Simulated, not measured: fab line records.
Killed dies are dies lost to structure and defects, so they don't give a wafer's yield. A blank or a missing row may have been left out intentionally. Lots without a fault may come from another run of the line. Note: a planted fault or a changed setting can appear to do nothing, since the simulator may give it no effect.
Code-filled problem report in 8D (eight disciplines) form || flow sky130 || the parts of the form that need people (team, actions taken, sign-off) are left out

1. WHAT WENT WRONG
Wafers free of any fault read 625.2 ohm/sq (standard deviation 1.4) for NWELL_RS at SKY_NWELL_RS_MEAS_29, against a mean of 639.1 ohm/sq on 6 wafers of 2 lots. Relative to the usual mean, that is a shift of +10 standard deviations.
The step: measures by four-point-probe.
Seen first at day 8 14:33 on film-metro-04, wafer L511.2. The record holds 36 wafers of 12 lots with a number at this step. The rule behind "out" and "out of limits": a value lying over 4 standard deviations away from the usual mean. The rest of the wafers with a number are treated as sound.

2. WHAT THIS IS AND IS NOT
{"question": "which readings at this step", "is": "NWELL_RS", "is not": "-"}
{"question": "which lots", "is": "L511, L512", "is not": "L500, L501, L502, L503, L509, L513, L515, L516, L518, L521"}
{"question": "which wafers of those lots", "is": "all that have a number", "is not": "-"}
{"question": "read on which gauges", "is": "film-metro-03, film-metro-04", "is not": "film-metro-01"}
{"question": "when", "is": "from day 8 14:33", "is not": "up to then (15 sound wafers); but 15 sound wafers of L513, L515, L516, L518, L521 came after"}

3. WHAT RULES OUT EACH SUSPECT
Counting: any tool at a process step up to the reading is kept as a suspect provided that every lot that is out went through it and no sound lot did after the first of them.
- the gauge at SKY_NWELL_RS_MEAS_29 has been ruled out. The wafers that are out were read on 2 gauges (film-metro-03, film-metro-04).
- cmp-02 at SKY_FIELD_ISO_CMP_27 (polishes, stops on Si3N4, t overpolish 16 s, target thk 457.8 nm): ruled out as a lasting fault. After its first lot that is out, L511 (day 5 05:44), sound lots L516, L518, L521 ran on it.
- implanter-04 at SKY_NWELL_IMPLANT_13: kept. It ran every lot that is out, first L511 (day 7 17:39), and no sound lot after that; its last sound lot up to then is L503 (day 5 23:58). Its own readings are out on those wafers: dose-ions-cm2, faraday-current-uA.
The count leaves implanter-04 at SKY_NWELL_IMPLANT_13.

4. THE CAUSE (what the simulator had put in)
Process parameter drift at SKY_NWELL_IMPLANT_13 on implanter-04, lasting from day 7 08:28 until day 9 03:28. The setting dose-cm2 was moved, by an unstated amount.
Counting left only this tool.

5. THE CHAIN OF EFFECTS, in route order
Each row: a reading where the mean over the struck wafers with a number is more than 3 standard deviations away from the usual. Only readings whose record carries a usual standard deviation are examined. hours: median over the lots of the time between each lot's start at the first step of this table that gives one and its start at this step. sigmas: the change, counted in usual standard deviations.
{"hours": 0, "step": "SKY_NWELL_IMPLANT_13", "reading": "dose-ions-cm2", "usual": 7.001e+11, "on struck wafers": 2.968e+11, "change": -4.034e+11, "sigmas": "-99 or more"}
{"hours": 0, "step": "SKY_NWELL_IMPLANT_13", "reading": "faraday-current-uA", "usual": 3.95, "on struck wafers": 1.66, "change": -2.29, "sigmas": -29}
{"hours": 21, "step": "SKY_NWELL_RS_MEAS_29", "reading": "NWELL_RS", "usual": "625.2 ohm/sq", "on struck wafers": 639.1, "change": "+13.9", "sigmas": "+10"}
The process steps in it:
- SKY_NWELL_IMPLANT_13
Later steps that measure or inspect, where all struck wafers having a row at the step show a number for every such reading and not one has moved that far: SKY_METAL1_RS_MEAS_05.

6. WHAT WOULD HAVE CAUGHT IT SOONER
The first out-of-limits reading at a measuring or inspecting step in this record came at day 8 14:33, 30 hours after the fault's start at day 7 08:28.
Tool's own readings at SKY_NWELL_IMPLANT_13, dose-ions-cm2, faraday-current-uA: out on all struck wafers the step has rows for; an alarm limit on them would have tripped on the first.
Each of the lots that are out, 2 in all, had begun SKY_NWELL_IMPLANT_13 on implanter-04 no later than day 8 14:33. None of them would have been spared by holding the tool at that moment.
